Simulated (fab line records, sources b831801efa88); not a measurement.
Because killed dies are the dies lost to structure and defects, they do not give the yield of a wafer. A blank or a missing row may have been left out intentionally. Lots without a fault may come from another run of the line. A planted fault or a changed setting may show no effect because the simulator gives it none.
fab line records	flow sky130
record lots=10	wafers=30	last-day=52
route steps=708 shown METAL2@489 VIA2@519 CAPM@539 PAD_OPEN@708
lots that met no fault: taken from a fault-free run of the same line
start-h: hours from the record's opening day to when the first of the lot's shown wafers began	wait-h: how many hours have passed since the lot's step before this one	" repeats the value in the row above	L1.1+2: several wafers, shown together as one row	- no value present, or no start provided	* or withheld: withheld	< > ~ a bound
route shown NAME@n: NAME is a module with steps in the file, n the number in the route of the first one	usual: mean/standard deviation taken from wafers without a fault	same: alike in all rows	chamber/n: place in a boat	sites: the reading at each site	_std_site: standard deviation of those values	_edge_site: outer sites' mean less inner sites'	radius-mm: how far each site lies from the wafer's centre	mask NAME#n: copy n	behind: the most recent tool/chamber to have shaped the wafer	hold: why the lot went on hold/how many hours it stayed there/how the hold came to an end	device: names the non-switching transistor (n, p or np)	end of line: the route-end tests of the same wafers	where a step has no rows: the recipe by itself	killed: not the wafer's yield, but the dies lost to structure and defects at the first sort	map: a wafer's dies, x killed, . not, _ none there
set.NAME: the setting as run; set.NAME@STEP: as run at that earlier step	model.NAME: the simulator's own value behind a step, which no gauge read
one table for each step of the route and one row for each wafer, over a sample of lots
services: the hour from which a tool's chamber was out of use, counted from the record's first day as start-h (under 0 if before that day), plus the number of hours and why
## steps
# step SKY_METAL2_THK_MEAS_06
# recipe thk-meas-gauge=xrf	reads=AlCu_of_METAL2_SPUTTER_02
# usual METAL2_ALCU_THK=243.3/2.6
lot.wafer	tool	chamber	start-h	wait-h	METAL2_ALCU_THK[nm]
L212.2	film-metro-03	-	822.65	0.1	243.6
L212.3	"	-	"	"	243.3
L212.4	"	-	"	"	246.4
L214.3	film-metro-02	-	856.81	0.1	242.3
L214.4	"	-	"	"	248.1
L214.6	"	-	"	"	247.2
L215.4	film-metro-04	-	863.31	0.1	242.7
L215.5	"	-	"	"	241.5
L215.6	"	-	"	"	243.8
L216.1	film-metro-03	-	869.18	0.1	239.8
L216.3	"	-	"	"	245.4
L216.4	"	-	"	"	242.3
L218.1	film-metro-02	-	883.64	0.1	240.8
L218.2	"	-	"	"	247.2
L218.6	"	-	"	"	239.9
L223.2	film-metro-03	-	923.84	0.1	239.9
L223.3	"	-	"	"	241.5
L223.4	"	-	"	"	239.3
L230.1	film-metro-02	-	979.72	0.1	246.1
L230.2	"	-	"	"	244.5
L230.5	"	-	"	"	245.6
L232.2	film-metro-03	-	994.44	0.1	242.7
L232.3	"	-	"	"	239.7
L232.6	"	-	"	"	245.8
L233.2	film-metro-04	-	999.68	0.1	244.6
L233.3	"	-	"	"	247.2
L233.6	"	-	"	"	246.1
L234.1	film-metro-02	-	1004.13	0.1	247.8
L234.3	"	-	"	"	245.3
L234.6	"	-	"	"	246.9
# step SKY_VIA2_CD_MEAS_12
# recipe target-cd-nm=200
# usual cd-nm=200.3/1.2
lot.wafer	tool	chamber	start-h	wait-h	cd-nm
L212.2	cd-sem-02	-	881.22	-	200.4
L212.3	"	-	"	"	199.8
L212.4	"	-	"	"	199.9
L214.3	cd-sem-01	-	916.69	-	199.9
L214.4	"	-	"	"	199.6
L214.6	"	-	"	"	199.7
L215.4	cd-sem-01	-	923.60	-	200.0
L215.5	"	-	"	"	199.3
L215.6	"	-	"	"	199.5
L216.1	cd-sem-02	-	929.64	-	200.4
L216.3	"	-	"	"	199.9
L216.4	"	-	"	"	200.1
L218.1	cd-sem-01	-	943.84	-	200.4
L218.2	"	-	"	"	200.2
L218.6	"	-	"	"	198.0
L223.2	cd-sem-01	-	979.96	-	199.2
L223.3	"	-	"	"	197.0
L223.4	"	-	"	"	198.3
L230.1	cd-sem-01	-	1029.59	-	197.6
L230.2	"	-	"	"	198.6
L230.5	"	-	"	"	198.6
L232.2	cd-sem-01	-	1043.86	-	199.0
L232.3	"	-	"	"	198.6
L232.6	"	-	"	"	198.6
L233.2	cd-sem-02	-	1047.92	-	200.8
L233.3	"	-	"	"	200.9
L233.6	"	-	"	"	199.9
L234.1	cd-sem-02	-	1052.44	-	201.7
L234.3	"	-	"	"	200.1
L234.6	"	-	"	"	200.4
# step SKY_CAPM_SPUTTER_02
# recipe material=TiN	target-thk-nm=200	temp-c=300	power-w=6323	time-s=166.7	chamber-pressure-pa=0.4
# usual throttle-valve-pct=30.4/0.98
lot.wafer	tool	chamber	start-h	wait-h	throttle-valve-pct
L212.2	pvd-sputter-01	-	882.98	0.0	30.5
L212.3	"	-	"	"	29.7
L212.4	"	-	"	"	30.0
L214.3	pvd-sputter-02	-	918.41	0.0	32.3
L214.4	"	-	"	"	30.8
L214.6	"	-	"	"	29.4
L215.4	pvd-sputter-02	-	925.34	0.0	29.4
L215.5	"	-	"	"	30.9
L215.6	"	-	"	"	29.4
L216.1	pvd-sputter-02	-	931.49	0.1	29.5
L216.3	"	-	"	"	32.2
L216.4	"	-	"	"	31.0
L218.1	pvd-sputter-02	-	945.61	0.1	32.0
L218.2	"	-	"	"	31.0
L218.6	"	-	"	"	30.9
L223.2	pvd-sputter-02	-	981.70	0.0	32.4
L223.3	"	-	"	"	30.5
L223.4	"	-	"	"	29.5
L230.1	pvd-sputter-01	-	1031.51	0.1	30.5
L230.2	"	-	"	"	29.4
L230.5	"	-	"	"	30.4
L232.2	pvd-sputter-02	-	1045.62	0.0	30.5
L232.3	"	-	"	"	30.9
L232.6	"	-	"	"	30.7
L233.2	pvd-sputter-02	-	1049.66	0.0	32.5
L233.3	"	-	"	"	31.0
L233.6	"	-	"	"	29.6
L234.1	pvd-sputter-02	-	1054.21	0.1	30.6
L234.3	"	-	"	"	29.6
L234.6	"	-	"	"	32.3
# step SKY_CAPM_RS_MEAS_03
# recipe thk-meas-gauge=four-point-probe	reads=TiN_of_CAPM_SPUTTER_02
# usual CAPM_TIN_RS=7.08/0.091
lot.wafer	tool	chamber	start-h	wait-h	CAPM_TIN_RS[ohm/sq]
L212.2	film-metro-04	-	883.11	0.1	6.95
L212.3	"	-	"	"	7.11
L212.4	"	-	"	"	7.02
L214.3	film-metro-04	-	918.56	0.1	6.91
L214.4	"	-	"	"	6.97
L214.6	"	-	"	"	7.06
L215.4	film-metro-03	-	925.51	0.1	7.10
L215.5	"	-	"	"	6.96
L215.6	"	-	"	"	7.17
L216.1	film-metro-01	-	931.60	0.1	7.12
L216.3	"	-	"	"	7.00
L216.4	"	-	"	"	7.02
L218.1	film-metro-01	-	945.72	0.1	6.88
L218.2	"	-	"	"	6.89
L218.6	"	-	"	"	6.87
L223.2	film-metro-03	-	981.83	0.1	7.08
L223.3	"	-	"	"	7.02
L223.4	"	-	"	"	6.41
L230.1	film-metro-04	-	1031.62	0.1	7.15
L230.2	"	-	"	"	7.11
L230.5	"	-	"	"	7.16
L232.2	film-metro-01	-	1045.75	0.1	6.98
L232.3	"	-	"	"	7.02
L232.6	"	-	"	"	6.98
L233.2	film-metro-03	-	1049.79	0.1	7.17
L233.3	"	-	"	"	7.16
L233.6	"	-	"	"	7.20
L234.1	film-metro-01	-	1054.32	0.1	7.07
L234.3	"	-	"	"	7.11
L234.6	"	-	"	"	7.05
# step SKY_CAPM_THK_MEAS_04
# recipe thk-meas-gauge=xrf	reads=TiN_of_CAPM_SPUTTER_02
# usual CAPM_TIN_THK=193.6/2.6
lot.wafer	tool	chamber	start-h	wait-h	CAPM_TIN_THK[nm]
L212.2	film-metro-04	-	883.22	0.1	199.3
L212.3	"	-	"	"	195.1
L212.4	"	-	"	"	197.0
L214.3	film-metro-04	-	918.66	0.1	198.0
L214.4	"	-	"	"	197.2
L214.6	"	-	"	"	194.2
L215.4	film-metro-03	-	925.60	0.1	192.1
L215.5	"	-	"	"	197.8
L215.6	"	-	"	"	192.6
L216.1	film-metro-01	-	931.72	0.1	191.5
L216.3	"	-	"	"	194.8
L216.4	"	-	"	"	194.6
L218.1	film-metro-01	-	945.84	0.1	199.2
L218.2	"	-	"	"	199.0
L218.6	"	-	"	"	199.5
L223.2	film-metro-03	-	981.94	0.1	193.6
L223.3	"	-	"	"	195.1
L223.4	"	-	"	"	211.5
L230.1	film-metro-04	-	1031.74	0.1	192.7
L230.2	"	-	"	"	193.4
L230.5	"	-	"	"	191.9
L232.2	film-metro-01	-	1045.86	0.1	194.9
L232.3	"	-	"	"	194.4
L232.6	"	-	"	"	194.8
L233.2	film-metro-03	-	1049.90	0.1	192.0
L233.3	"	-	"	"	192.1
L233.6	"	-	"	"	190.8
L234.1	film-metro-01	-	1054.44	0.1	192.7
L234.3	"	-	"	"	191.6
L234.6	"	-	"	"	193.9
# step SKY_CAPM_METAL_ETCH_13
# recipe target-depth-nm=220	stop-on=SiO2	chemistry=Cl2/BCl3	target=TiN	pressure-mtorr=10	icp-w=900	bias-w=48.5	Cl2_flow_sccm=60	bcl3-flow-sccm=30	time-s=62.9
# usual drypump-motor-current-A=6.03/0.26	oes-product-au=0.928/0.0082	throttle-valve-pct=21.910/0.01
lot.wafer	tool	chamber	start-h	wait-h	drypump-motor-current-A	oes-product-au	rf-hours-counter-h	throttle-valve-pct
L212.2	rie-metal-02	0	911.58	0.0	5.82	0.951	5	21.921
L212.3	"	1	"	"	6.09	0.924	-	21.904
L212.4	"	0	"	"	5.83	0.928	-	21.916
L214.3	rie-metal-03	0	946.85	0.0	5.94	0.940	-	21.905
L214.4	"	1	"	"	6.59	0.937	-	21.906
L214.6	"	1	"	"	6.58	0.923	-	21.919
L215.4	rie-metal-03	1	953.56	0.0	6.61	0.926	-	21.920
L215.5	"	0	"	"	5.93	0.934	-	21.902
L215.6	"	1	"	"	6.59	0.921	-	21.899
L216.1	rie-metal-04	0	959.58	0.0	6.18	0.927	9	21.921
L216.3	"	1	"	"	5.72	0.931	-	21.919
L216.4	"	0	"	"	6.16	0.928	-	21.915
L218.1	rie-metal-02	0	973.23	0.0	5.82	0.941	8	21.918
L218.2	"	1	"	"	6.07	0.949	11	21.906
L218.6	"	1	"	"	6.12	0.945	-	21.896
L223.2	rie-metal-02	1	1005.53	0.0	6.08	0.921	13	21.912
L223.3	"	0	"	"	5.85	0.929	-	21.921
L223.4	"	1	"	"	6.10	0.984	-	21.879
L230.1	rie-metal-02	1	1054.54	0.0	6.11	0.922	15	21.917
L230.2	"	0	"	"	5.84	0.927	12	21.913
L230.5	"	1	"	"	6.12	0.922	-	21.917
L232.2	rie-metal-03	1	1068.83	0.0	6.60	0.933	19	21.902
L232.3	"	0	"	"	5.92	0.934	-	21.902
L232.6	"	0	"	"	5.89	0.930	-	21.917
L233.2	rie-metal-02	1	1072.63	0.0	6.10	0.913	16	21.910
L233.3	"	1	"	"	6.09	0.925	-	21.920
L233.6	"	0	"	"	5.82	0.922	-	21.905
L234.1	rie-metal-02	0	1076.88	0.0	5.83	0.938	13	21.921
L234.3	"	0	"	"	5.84	0.930	-	21.910
L234.6	"	0	"	"	5.84	0.934	-	21.918
# step SKY_CAPM_STRIP_14
# recipe chemistry=O2/N2	power-w=1400	pressure-mtorr=1500	platen-temp-c=withheld	o2-flow-sccm=3000	n2-flow-sccm=300	overash-fraction=0.5
# usual drypump-motor-current-A=5.86/0.19	oes-product-au=0.711/0.0047	strip-time-to-endpoint-s=12.66/0.047
lot.wafer	tool	chamber	start-h	wait-h	drypump-motor-current-A	oes-product-au	rf-hours-counter-h	strip-time-to-endpoint-s
L212.2	plasma-asher-04	1	911.66	0.1	5.73	0.710	79	12.62
L212.3	"	1	"	"	5.73	0.718	-	12.64
L212.4	"	0	"	"	6.05	0.709	-	12.64
L214.3	plasma-asher-04	0	946.94	0.1	6.06	0.710	-	12.69
L214.4	"	1	"	"	5.72	0.713	-	12.63
L214.6	"	0	"	"	6.07	0.710	-	12.62
L215.4	plasma-asher-02	0	953.65	0.1	5.59	0.713	-	12.74
L215.5	"	1	"	"	6.04	0.712	-	12.80
L215.6	"	0	"	"	5.56	0.709	-	12.71
L216.1	plasma-asher-02	1	959.66	0.1	6.02	0.710	20	12.63
L216.3	"	0	"	"	5.56	0.711	-	12.66
L216.4	"	1	"	"	6.01	0.710	-	12.66
L218.1	plasma-asher-04	0	973.31	0.1	6.04	0.710	86	12.74
L218.2	"	1	"	"	5.72	0.699	86	12.63
L218.6	"	0	"	"	6.03	0.713	-	12.68
L223.2	plasma-asher-01	0	1005.61	0.1	5.81	0.715	114	12.58
L223.3	"	0	"	"	5.82	0.706	-	12.62
L223.4	"	1	"	"	6.02	0.707	-	12.60
L230.1	plasma-asher-02	0	1054.62	0.1	5.57	0.706	30	12.69
L230.2	"	1	"	"	5.98	0.714	30	12.76
L230.5	"	1	"	"	6.00	0.699	-	12.73
L232.2	plasma-asher-01	0	1068.91	0.1	5.86	0.700	0	12.60
L232.3	"	1	"	"	6.04	0.707	-	12.67
L232.6	"	0	"	"	5.87	0.708	-	12.64
L233.2	plasma-asher-01	1	1072.71	0.1	6.04	0.711	1	12.54
L233.3	"	0	"	"	5.83	0.719	-	12.59
L233.6	"	1	"	"	6.07	0.712	-	12.58
L234.1	plasma-asher-02	1	1076.96	0.1	6.01	0.716	33	12.67
L234.3	"	1	"	"	6.00	0.713	-	12.69
L234.6	"	1	"	"	6.01	0.701	-	12.64
# step SKY_PAD_OPEN_PROBE_99
# usual defect-limited-yield=82.5/1.9	killed_at_M0_to_M3=44/7.1	killed_at_M4_up=3.3/1.9	killed-at-contacts=24/5.3	killed-at-front-end=15/4.5	killed-at-other=0.3/0.55	killed-dies=86/9.5	killed-on-rim=16/3.7	killed-open=46/7.3	killed-short=39/6.4	sort_bin_3_pad_short=0.9/0.43	sort_bin_5_function=10.3/1.4	sort_bin_6_memory=6.3/1	sort-n-pass=406/9.5	sort-yield-pct=82.5/1.9
# same gross-dies=492	killed-at-back-side=0	sort_bin_4_leakage[%]=0	sort_bin_8_speed[%]=0
lot.wafer	tool	chamber	start-h	wait-h	defect-limited-yield[%]	killed_at_M0_to_M3	killed_at_M4_up	killed-at-contacts	killed-at-front-end	killed-at-other	killed-dies	killed-on-rim	killed-open	killed-short	sort_bin_3_pad_short[%]	sort_bin_5_function[%]	sort_bin_6_memory[%]	sort-n-pass	sort-yield-pct[%]
L216.1	prober-01	-	1154.76	0.1	82.7	42	5	28	10	0	85	17	42	42	0.6	10.4	6.3	407	82.7
L216.3	prober-01	-	1154.86	0.2	86.0	41	3	20	5	0	69	12	40	29	1.2	8.3	4.5	423	86.0
L216.4	prober-01	-	1154.91	0.2	86.8	34	9	12	10	0	65	18	42	23	0.6	7.1	5.5	427	86.8
L223.2	prober-01	-	1188.86	0.1	83.5	46	4	19	11	1	81	17	44	36	0.8	8.7	6.9	411	83.5
L223.3	prober-01	-	1188.91	0.2	78.0	63	6	24	15	0	108	24	58	50	1.6	12.4	7.9	384	78.0
L223.4	prober-01	-	1188.96	0.2	82.1	50	3	22	13	0	88	16	51	37	1.0	11.2	5.7	404	82.1
L230.1	prober-02	-	1225.22	0.1	81.9	51	1	25	12	0	89	20	55	34	0.2	10.4	7.5	403	81.9
L230.2	prober-02	-	1225.27	0.1	81.7	47	5	24	14	0	90	26	52	38	0.8	11.0	6.5	402	81.7
L230.5	prober-02	-	1225.42	0.2	81.9	38	3	26	22	0	89	17	48	41	1.2	9.8	7.1	403	81.9
L232.2	prober-01	-	1235.47	0.1	83.9	34	3	26	16	0	79	15	43	36	0.4	11.0	4.7	413	83.9
L232.3	prober-01	-	1235.52	0.2	78.3	39	4	38	26	0	107	19	66	41	0.4	13.4	7.9	385	78.3
L232.6	prober-01	-	1235.67	0.2	82.9	36	2	21	24	1	84	21	58	26	0.2	10.4	6.5	408	82.9
L233.2	prober-01	-	1238.07	0.1	81.5	49	2	23	16	1	91	17	56	34	1.0	9.8	7.7	401	81.5
L233.6	prober-01	-	1238.27	0.2	81.3	38	1	29	24	0	92	20	57	35	1.2	11.2	6.3	400	81.3
L234.1	prober-02	-	1240.20	0.1	82.3	45	4	21	17	0	87	19	50	37	1.0	10.6	6.1	405	82.3
L234.3	prober-02	-	1240.30	0.2	82.1	51	3	21	13	0	88	25	39	49	1.8	11.0	5.1	404	82.1
L234.6	prober-02	-	1240.45	0.2	82.9	50	7	17	10	0	84	20	44	40	1.8	9.6	5.7	408	82.9
# killed by level:class
L216.1 VIA1:geometric-particle:open=14 CONTACT:geometric-particle:open=10 CONTACT:geometric-particle:short=7 LOCAL_INTERCONNECT:geometric-particle:short=6 VIA1:geometric-particle:short=5 VIA2:geometric-particle:short=5 LI_CONTACT:geometric-particle:open=4 VIA2:geometric-particle:open=4
L216.3 VIA1:geometric-particle:open=12 CONTACT:geometric-particle:open=9 VIA3:geometric-particle:open=8 VIA1:geometric-particle:short=7 VIA2:geometric-particle:open=4 METAL3:geometric-particle:short=3 LI_CONTACT:geometric-particle:short=3 LI_CONTACT:geometric-particle:open=3
L216.4 VIA1:geometric-particle:open=16 CONTACT:geometric-particle:open=6 VIA2:geometric-particle:open=6 METAL4:geometric-particle:short=6 POLY_GATE:geometric-particle:open=4 FIELD_ISO:geometric-particle:short=3 CONTACT:geometric-particle:short=3 VIA3:geometric-particle:open=3
L223.2 CONTACT:geometric-particle:open=8 VIA1:geometric-particle:open=8 VIA2:geometric-particle:open=8 METAL1:geometric-particle:short=7 VIA1:geometric-particle:short=5 METAL2:geometric-particle:open=4 METAL4:geometric-particle:short=4 FIELD_ISO:geometric-particle:open=3
L223.3 VIA1:geometric-particle:open=13 VIA3:geometric-particle:open=9 VIA1:geometric-particle:short=8 METAL1:geometric-particle:short=8 CONTACT:geometric-particle:open=7 VIA2:geometric-particle:open=7 VIA3:geometric-particle:short=6 FIELD_ISO:geometric-particle:open=5
L223.4 VIA1:geometric-particle:open=13 LI_CONTACT:geometric-particle:open=11 VIA3:geometric-particle:open=8 VIA2:geometric-particle:open=7 LOCAL_INTERCONNECT:geometric-particle:short=6 METAL2:geometric-particle:short=6 POLY_GATE:geometric-particle:open=4 METAL1:geometric-particle:short=4
L230.1 VIA1:geometric-particle:open=11 CONTACT:geometric-particle:open=10 VIA3:geometric-particle:open=9 LI_CONTACT:geometric-particle:open=7 VIA1:geometric-particle:short=7 VIA2:geometric-particle:open=6 METAL3:geometric-particle:short=5 LOCAL_INTERCONNECT:geometric-particle:short=4
L230.2 VIA1:geometric-particle:open=12 LI_CONTACT:geometric-particle:open=11 CONTACT:geometric-particle:open=8 VIA3:geometric-particle:open=8 METAL1:geometric-particle:short=7 VIA1:geometric-particle:short=5 METAL3:geometric-particle:short=5 FIELD_ISO:geometric-particle:short=4
L230.5 CONTACT:geometric-particle:open=15 VIA1:geometric-particle:open=12 METAL1:geometric-particle:short=9 FIELD_ISO:geometric-particle:short=7 FIELD_ISO:geometric-particle:open=5 POLY_GATE:geometric-particle:short=5 VIA3:geometric-particle:open=5 LI_CONTACT:geometric-particle:open=4
L232.2 CONTACT:geometric-particle:open=9 VIA2:geometric-particle:open=7 POLY_GATE:geometric-particle:open=7 METAL1:geometric-particle:short=6 LI_CONTACT:geometric-particle:open=6 CONTACT:geometric-particle:short=5 POLY_GATE:geometric-particle:short=4 VIA1:geometric-particle:open=4
L232.3 CONTACT:geometric-particle:open=14 VIA1:geometric-particle:open=13 LI_CONTACT:geometric-particle:open=9 VIA2:geometric-particle:open=8 CONTACT:geometric-particle:short=7 FIELD_ISO:geometric-particle:open=6 POLY_GATE:geometric-particle:short=6 VIA3:geometric-particle:open=6
L232.6 LI_CONTACT:geometric-particle:open=12 VIA2:geometric-particle:open=10 FIELD_ISO:geometric-particle:open=8 POLY_GATE:geometric-particle:open=8 CONTACT:geometric-particle:open=6 VIA1:geometric-particle:short=6 VIA1:geometric-particle:open=4 METAL2:geometric-particle:short=4
L233.2 VIA1:geometric-particle:open=11 VIA2:geometric-particle:open=10 CONTACT:geometric-particle:open=8 LOCAL_INTERCONNECT:geometric-particle:short=6 VIA3:geometric-particle:open=6 LI_CONTACT:geometric-particle:open=5 METAL1:geometric-particle:short=4 VIA1:geometric-particle:short=4
L233.6 CONTACT:geometric-particle:open=12 VIA2:geometric-particle:open=11 LI_CONTACT:geometric-particle:open=10 VIA1:geometric-particle:open=8 FIELD_ISO:geometric-particle:short=6 FIELD_ISO:geometric-particle:open=6 METAL2:geometric-particle:short=6 POLY_GATE:geometric-particle:short=4
L234.1 LI_CONTACT:geometric-particle:open=9 METAL1:geometric-particle:short=8 VIA3:geometric-particle:open=8 VIA1:geometric-particle:open=7 CONTACT:geometric-particle:open=6 VIA2:geometric-particle:open=6 FIELD_ISO:geometric-particle:short=4 POLY_GATE:geometric-particle:open=4
L234.3 VIA1:geometric-particle:short=9 METAL1:geometric-particle:short=8 CONTACT:geometric-particle:open=7 POLY_GATE:geometric-particle:open=6 LI_CONTACT:geometric-particle:open=6 VIA3:geometric-particle:open=5 VIA2:geometric-particle:open=5 VIA1:geometric-particle:open=5
L234.6 VIA1:geometric-particle:open=13 METAL2:geometric-particle:short=9 LI_CONTACT:geometric-particle:open=7 VIA2:geometric-particle:open=6 METAL4:geometric-particle:short=5 VIA1:geometric-particle:short=4 CONTACT:geometric-particle:open=4 VIA3:geometric-particle:short=4
## services
tool	chamber	start-h	hours	kind
rie-metal-02	1	886.15	20.4	repair
plasma-asher-02	-	894.68	10.7	repair
plasma-asher-04	-	905.92	4.2	repair
plasma-asher-04	-	926.29	2.8	pm
plasma-asher-02	-	931.88	15.6	pm
plasma-asher-02	-	951.94	1.3	repair
rie-metal-04	-	984.08	0.1	repair
pvd-sputter-01	1	997.05	-	consumable-replace:kit
pvd-sputter-01	1	997.05	18.0	scheduled-down
pvd-sputter-01	1	997.05	18.0	vent-cycle
rie-metal-03	0	998.14	-	clean
rie-metal-03	0	998.14	15.0	scheduled-down
rie-metal-03	0	998.14	15.0	vent-cycle
pvd-sputter-01	-	1011.13	2.7	repair
plasma-asher-04	-	1030.15	1.7	repair
plasma-asher-01	-	1036.72	10.0	repair
plasma-asher-01	-	1055.25	9.0	pm
plasma-asher-01	0	1055.25	9.0	vent-cycle
plasma-asher-01	1	1055.25	9.0	vent-cycle
plasma-asher-01	-	1058.69	0.6	repair
plasma-asher-01	0	1064.25	-	clean
plasma-asher-01	1	1064.25	-	clean
plasma-asher-04	-	1074.71	1.3	repair
## key
first-sign step=SKY_CAPM_RS_MEAS_03	reading=CAPM_TIN_RS	direction=down	sigmas=7.3	usual=7.08	struck=6.41
effect step=SKY_CAPM_THK_MEAS_04	reading=CAPM_TIN_THK	direction=up	sigmas=6.9	usual=193.6	struck=211.5
effect step=SKY_CAPM_METAL_ETCH_13	reading=oes-product-au	direction=up	sigmas=6.8	usual=0.928	struck=0.984
met-at SKY_CAPM_SPUTTER_02
struck-lots L223
struck-wafers L223.4
not-acting-at SKY_METAL2_THK_MEAS_06,SKY_VIA2_CD_MEAS_12,SKY_CAPM_STRIP_14
onset-between 931.49 981.70
fault kind=process-parameter-drift	tool=pvd-sputter-02	chamber=-	onset-h=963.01	steps=SKY_CAPM_SPUTTER_02	channel=time-s	offset=*	shape=step	end-h=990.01	acts-in=*	stated=*	scope=struck-wafers-only
